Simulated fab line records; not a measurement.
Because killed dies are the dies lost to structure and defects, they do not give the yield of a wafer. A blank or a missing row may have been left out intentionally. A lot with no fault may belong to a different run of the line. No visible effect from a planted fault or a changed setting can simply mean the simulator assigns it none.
The same fault as seen by 2 desks + flow gf180mcu + numbers are kept per desk, each desk with only its own; the story behind them comes last

## THE TOOL OWNER'S DESK: implanter-02
The tool's own readings at GF_HV_LDD_IMPLANT_21, given as means over the sampled wafers that have a number, one for each lot that went through this tool. If a lot's mean is further than 4 standard deviations from the usual mean, the lot is out of limits and carries the mark OUT (the distance appears in the brackets).
Columns: A = endStationPressureTorr at GF_HV_LDD_IMPLANT_21, usual 5.22e-06 Torr; B = faradayCurrentUA at GF_HV_LDD_IMPLANT_21, usual 282
| lot  | first seen here | A                          | B   |
|------|-----------------|----------------------------|-----|
| L908 | day 12 22:49    | 5.10e-06                   | 278 |
| L909 | day 13 04:29    | 5.26e-06                   | 278 |
| L915 | day 14 23:02    | 3.72e-05 (+99 or more) OUT | 267 |
| L916 | day 15 08:09    | 3.67e-05 (+99 or more) OUT | 265 |
This desk finds L915, L916 out of limits, L915 being first, at day 14 23:02 (endStationPressureTorr at GF_HV_LDD_IMPLANT_21). L908, L909: within limits.

## FROM THE METROLOGY DESK
What the gauges read for every lot (on any tool): the sampled wafers with a number, averaged. If a lot's mean is further than 4 standard deviations from the usual mean, the lot is out of limits and carries the mark OUT (the distance appears in the brackets).
Columns: A = VT_IMPLANT_2_TW at GF_VT_IMPLANT_TW_MEAS_21, usual 1215; B = MVSD_RS at GF_VT_IMPLANT_RS_MEAS_46, usual 456.0 ohm/sq; C = cdNm at GF_HV_LDD_CD_MEAS_46, usual 400.5 nm
| lot  | first seen here | A    | B     | C     |
|------|-----------------|------|-------|-------|
| L902 | day 6 08:11     | 1216 | 455.2 | 402.1 |
| L903 | day 6 12:58     | 1224 | 455.3 | 402.9 |
| L904 | day 6 16:53     | 1213 | 456.8 | 399.6 |
| L906 | day 7 06:20     | 1214 | 453.8 | 400.6 |
| L907 | day 7 19:16     | 1210 | 456.5 | 399.3 |
| L908 | day 7 22:11     | 1213 | 456.9 | 404.1 |
| L909 | day 8 04:55     | 1222 | 455.3 | 404.8 |
| L915 | day 9 18:14     | 1218 | 456.7 | 399.4 |
| L916 | day 10 01:34    | 1220 | 457.1 | 398.1 |
| L918 | day 10 12:41    | 1205 | 454.4 | 401.6 |
| L920 | day 11 01:41    | 1220 | 456.7 | 402.6 |
| L923 | day 11 22:47    | 1202 | 456.0 | 401.4 |
| L924 | day 12 04:49    | 1215 | 457.5 | 399.7 |
| L925 | day 12 09:10    | 1217 | 457.3 | 400.9 |
Finding of this desk: none of the 14 lots has anything out of limits.

## TAKEN TOGETHER
An alarm could have come from the tool owner's desk at day 14 23:02, on L915, L916.
The metrology desk saw nothing out of limits.
The metrology desk has L915, L916 on record, within its limits.
The lots listed all ran GF_HV_LDD_IMPLANT_21 on implanter-02.

## WHAT THE SIMULATOR PUT IN
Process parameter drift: implanter-02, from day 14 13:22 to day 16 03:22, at GF_HV_LDD_IMPLANT_21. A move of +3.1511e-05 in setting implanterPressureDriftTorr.
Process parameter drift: implanter-02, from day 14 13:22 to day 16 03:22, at GF_HV_LDD_IMPLANT_21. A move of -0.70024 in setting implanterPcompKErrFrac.
Struck lots among those shown: L915, L916.
Delay in hours, fault start to first out-of-limits reading, by desk: the tool owner's desk at 10.
